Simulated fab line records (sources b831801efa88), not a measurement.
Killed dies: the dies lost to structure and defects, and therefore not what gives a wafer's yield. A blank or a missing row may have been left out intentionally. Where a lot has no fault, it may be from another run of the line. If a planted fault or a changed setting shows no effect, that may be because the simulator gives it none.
Lot-split experiment || flow sfq line || 23 wafers read across 5 lots, on a route 325 steps long

SPLIT DETAILS
At SFQ_TRILAYER_M0_LITHO_PEB_024 (peb time 60 s), the setting peb temp c was moved away from the recipe's 115 C on 8 of the 23 wafers read, by -1.1% to -1.0%. For the rest of the wafers, this setting stayed at what the recipe calls for.

FROM SPLIT TO READING: 1 step shown by the file between the two
- SFQ_TRILAYER_M0_LITHO_DEVELOP_023: time 60 s

THE READING
M0.cd nm (the simulator's own value, which no gauge read), in nm, at SFQ_TRILAYER_M0_BARC_OPEN_METAL_ETCH_031 (etches BARC in O2, target depth 125 nm, time 41.7 s). There is no usual value for it anywhere in the file. Across the 15 wafers here that went through the recipe, the average is 499.4 nm and the standard deviation 1.9 nm.

{"wafer": "L075.2", "tool, chamber at the split": "litho track-04, 0", "peb temp c as run, C": 115, "against the recipe": "recipe", "M0.cd nm, nm": 498.3, "against lot-mates on the recipe": "-"}
{"wafer": "L075.5", "tool, chamber at the split": "litho track-04, 0", "peb temp c as run, C": 115, "against the recipe": "recipe", "M0.cd nm, nm": 497.1, "against lot-mates on the recipe": "-"}
{"wafer": "L075.6", "tool, chamber at the split": "litho track-04, 0", "peb temp c as run, C": 115, "against the recipe": "recipe", "M0.cd nm, nm": 496, "against lot-mates on the recipe": "-"}
{"wafer": "L078.1", "tool, chamber at the split": "litho track-04, 0", "peb temp c as run, C": 113.9, "against the recipe": "-1.0%", "M0.cd nm, nm": 521.2, "against lot-mates on the recipe": "+19.9"}
{"wafer": "L078.2", "tool, chamber at the split": "litho track-04, 0", "peb temp c as run, C": 113.9, "against the recipe": "-1.0%", "M0.cd nm, nm": 523.1, "against lot-mates on the recipe": "+21.8"}
{"wafer": "L078.3", "tool, chamber at the split": "litho track-04, 0", "peb temp c as run, C": 115, "against the recipe": "recipe", "M0.cd nm, nm": 501.5, "against lot-mates on the recipe": "-"}
{"wafer": "L078.4", "tool, chamber at the split": "litho track-04, 0", "peb temp c as run, C": 115, "against the recipe": "recipe", "M0.cd nm, nm": 501.6, "against lot-mates on the recipe": "-"}
{"wafer": "L078.5", "tool, chamber at the split": "litho track-04, 0", "peb temp c as run, C": 115, "against the recipe": "recipe", "M0.cd nm, nm": 500.7, "against lot-mates on the recipe": "-"}
{"wafer": "L081.1", "tool, chamber at the split": "litho track-02, 0", "peb temp c as run, C": 115, "against the recipe": "recipe", "M0.cd nm, nm": 498.3, "against lot-mates on the recipe": "-"}
{"wafer": "L081.2", "tool, chamber at the split": "litho track-02, 0", "peb temp c as run, C": 115, "against the recipe": "recipe", "M0.cd nm, nm": 498.8, "against lot-mates on the recipe": "-"}
{"wafer": "L081.4", "tool, chamber at the split": "litho track-02, 0", "peb temp c as run, C": 115, "against the recipe": "recipe", "M0.cd nm, nm": 498.8, "against lot-mates on the recipe": "-"}
{"wafer": "L081.3", "tool, chamber at the split": "litho track-02, 0", "peb temp c as run, C": 115, "against the recipe": "recipe", "M0.cd nm, nm": 500.6, "against lot-mates on the recipe": "-"}
{"wafer": "L081.5", "tool, chamber at the split": "litho track-02, 0", "peb temp c as run, C": 115, "against the recipe": "recipe", "M0.cd nm, nm": 498.7, "against lot-mates on the recipe": "-"}
{"wafer": "L083.2", "tool, chamber at the split": "litho track-02, 0", "peb temp c as run, C": 115, "against the recipe": "recipe", "M0.cd nm, nm": 502.4, "against lot-mates on the recipe": "-"}
{"wafer": "L083.3", "tool, chamber at the split": "litho track-02, 0", "peb temp c as run, C": 115, "against the recipe": "recipe", "M0.cd nm, nm": 502.3, "against lot-mates on the recipe": "-"}
{"wafer": "L083.4", "tool, chamber at the split": "litho track-02, 0", "peb temp c as run, C": 113.7, "against the recipe": "-1.1%", "M0.cd nm, nm": 523.4, "against lot-mates on the recipe": "+21.0"}
{"wafer": "L083.5", "tool, chamber at the split": "litho track-02, 0", "peb temp c as run, C": 113.7, "against the recipe": "-1.1%", "M0.cd nm, nm": 524.3, "against lot-mates on the recipe": "+21.9"}
{"wafer": "L083.6", "tool, chamber at the split": "litho track-02, 0", "peb temp c as run, C": 113.7, "against the recipe": "-1.1%", "M0.cd nm, nm": 526.9, "against lot-mates on the recipe": "+24.5"}
{"wafer": "L085.1", "tool, chamber at the split": "litho track-04, 0", "peb temp c as run, C": 115, "against the recipe": "recipe", "M0.cd nm, nm": 499.2, "against lot-mates on the recipe": "-"}
{"wafer": "L085.2", "tool, chamber at the split": "litho track-04, 0", "peb temp c as run, C": 113.9, "against the recipe": "-1.0%", "M0.cd nm, nm": 521.5, "against lot-mates on the recipe": "+23.4"}
{"wafer": "L085.3", "tool, chamber at the split": "litho track-04, 0", "peb temp c as run, C": 113.9, "against the recipe": "-1.0%", "M0.cd nm, nm": 520, "against lot-mates on the recipe": "+21.9"}
{"wafer": "L085.5", "tool, chamber at the split": "litho track-04, 0", "peb temp c as run, C": 115, "against the recipe": "recipe", "M0.cd nm, nm": 497.1, "against lot-mates on the recipe": "-"}
{"wafer": "L085.6", "tool, chamber at the split": "litho track-04, 0", "peb temp c as run, C": 113.9, "against the recipe": "-1.0%", "M0.cd nm, nm": 520.6, "against lot-mates on the recipe": "+22.5"}

THE FIT
A straight line over all 23 wafers: M0.cd nm changes by -22.7 nm for each +1% of peb temp c; r = -0.99; the points scatter about the line by 1.8 nm.
The same after taking each lot's own level away (the mean of its wafers on the recipe; 23 wafers): -21.5 nm for each +1%; r = -0.99; scatter 1.4 nm.
Per that fit: largest peb temp c move, reading shift of 24 nm.
Measured against the standard deviation above, the lots' own levels, which go from 497.13 to 502.35 nm, span 2.7 times it.
The two slopes are in agreement: the lot-to-lot level therefore moves the slope only a little.
Check: with one of the wafers moved furthest among these (-1.1%) left out of the fit, the line predicts +24.9 nm for it against its lot-mates. It came out at +21 nm against them.

ADDITIONAL SPLITS CARRIED BY THESE WAFERS
Other splits were also applied to these wafers ahead of the reading. Each is held against what the fit with the lots' levels taken away leaves over:
{"other split on the same wafers": "SFQ_TRILAYER_L0_LITHO_COAT_005 resist thk nm", "wafers away from the commonest value": 11, "r with M0.cd nm (lot level and that fit taken away)": "+0.02"}
{"other split on the same wafers": "SFQ_TRILAYER_L0_ETCH_METAL_ETCH_008 time s", "wafers away from the commonest value": 10, "r with M0.cd nm (lot level and that fit taken away)": "+0.04"}
{"other split on the same wafers": "SFQ_TRILAYER_L0_VIA_LITHO_COAT_013 resist thk nm", "wafers away from the commonest value": 10, "r with M0.cd nm (lot level and that fit taken away)": "+0.24"}

FILE'S OWN FIT
M0.cd nm changes by -21.6 nm for each +1% of peb temp c, r = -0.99.
